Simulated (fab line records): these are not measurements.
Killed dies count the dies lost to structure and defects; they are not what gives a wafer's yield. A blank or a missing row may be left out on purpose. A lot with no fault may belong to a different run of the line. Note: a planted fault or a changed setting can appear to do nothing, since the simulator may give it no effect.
Problem report in the 8D (eight disciplines) form, filled by code / flow gf180mcu / the parts of the form that need people (team, actions taken, sign-off) are left out

== 1. THE PROBLEM ==
GF_V2_CD_MEAS_14, cd-nm: mean 266.8 nm over 1 wafer from 1 lot; wafers with no fault: 260.3 nm, standard deviation 1.1. That is +5.9 standard deviations from the usual mean.
The step: target cd 260 nm.
First observed at day 23 08:44: wafer L985.6, on cd-sem-02. At this step, 36 wafers from 12 lots have a number in the record. Rule for "out", or "out of limits": more than 4 standard deviations from the usual mean. The other wafers with a number count as sound.

== 2. WHAT IT IS, WHAT IT ISN'T ==
question=which readings at this step | is=cd-nm | is not=-
question=which lots | is=L985 | is not=L974, L976, L978, L979, L981, L982, L983, L994, L995, L996, L997
question=which wafers of those lots | is=L985.6 | is not=L985.1, L985.4
question=read on which gauges | is=cd-sem-02 | is not=cd-sem-01
question=when | is=from day 23 08:44 | is not=up to then (23 sound wafers); but 12 sound wafers of L994, L995, L996, L997 came after

== 3. WHAT RULES OUT EACH SUSPECT ==
Counting: a tool at a process step up to the reading stays a suspect if it ran every lot that is out. Sound lots after the first of them don't rule it out here, since some wafers of a struck lot are sound.
- the gauge at GF_V2_CD_MEAS_14: kept. All the wafers that are out were read on cd-sem-02, and no step on other tools shows them out.
- cvd-w-01 at GF_V1_CVD_23 (deposits W, target thk 350 nm, time 105.05 s): kept. The lot that is out, L985, ran on it at day 21 10:01; the last sound lot it ran before that was L981, at day 20 04:06.
- cmp-02 at GF_V2_CMP_04 (polishes SiO2): kept. The lot that is out, L985, ran on it at day 22 09:40; the last sound lot it ran before that was L982, at day 21 07:33.
- litho-track-03 at GF_V2_PEB_12 (peb time 90 s): kept. The lot that is out, L985, ran on it at day 23 08:23; the last sound lot it ran before that was L982, at day 22 05:47.
Left after counting: cvd-w-01 at GF_V1_CVD_23, cmp-02 at GF_V2_CMP_04, litho-track-03 at GF_V2_PEB_12, cd-sem-02 at GF_V2_CD_MEAS_14.

== 4. THE CAUSE (what the simulator had put in) ==
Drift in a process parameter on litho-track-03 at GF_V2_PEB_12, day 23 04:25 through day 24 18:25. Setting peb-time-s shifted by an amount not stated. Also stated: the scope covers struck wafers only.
This tool is one of the 4 suspects left after counting.

== 5. THE CHAIN OF EFFECTS, in route order ==
Each row: a reading whose mean over the struck wafers that have a number lies more than 3 standard deviations from the usual. Only readings for which the record gives a usual standard deviation are gone through. hours: the time from each lot's start at the first step in this table that gives one to its start at this step, as a median over the lots. sigmas: the change in usual standard deviations.
hours=0; step=GF_V2_CD_MEAS_14; reading=cd-nm; usual=260.3 nm; on struck wafers=266.8; change=+6.5; sigmas=+5.9

== 6. WHAT WOULD HAVE CAUGHT IT SOONER ==
Counted from the fault's start at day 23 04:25, it took 4 hours until the first out-of-limits reading at a measuring or inspecting step in this record, taken at day 23 08:44.
All the lots that are out (1) had begun GF_V2_PEB_12 on litho-track-03 by day 23 08:44. Had the tool been put on hold then, not one of them would have been saved.
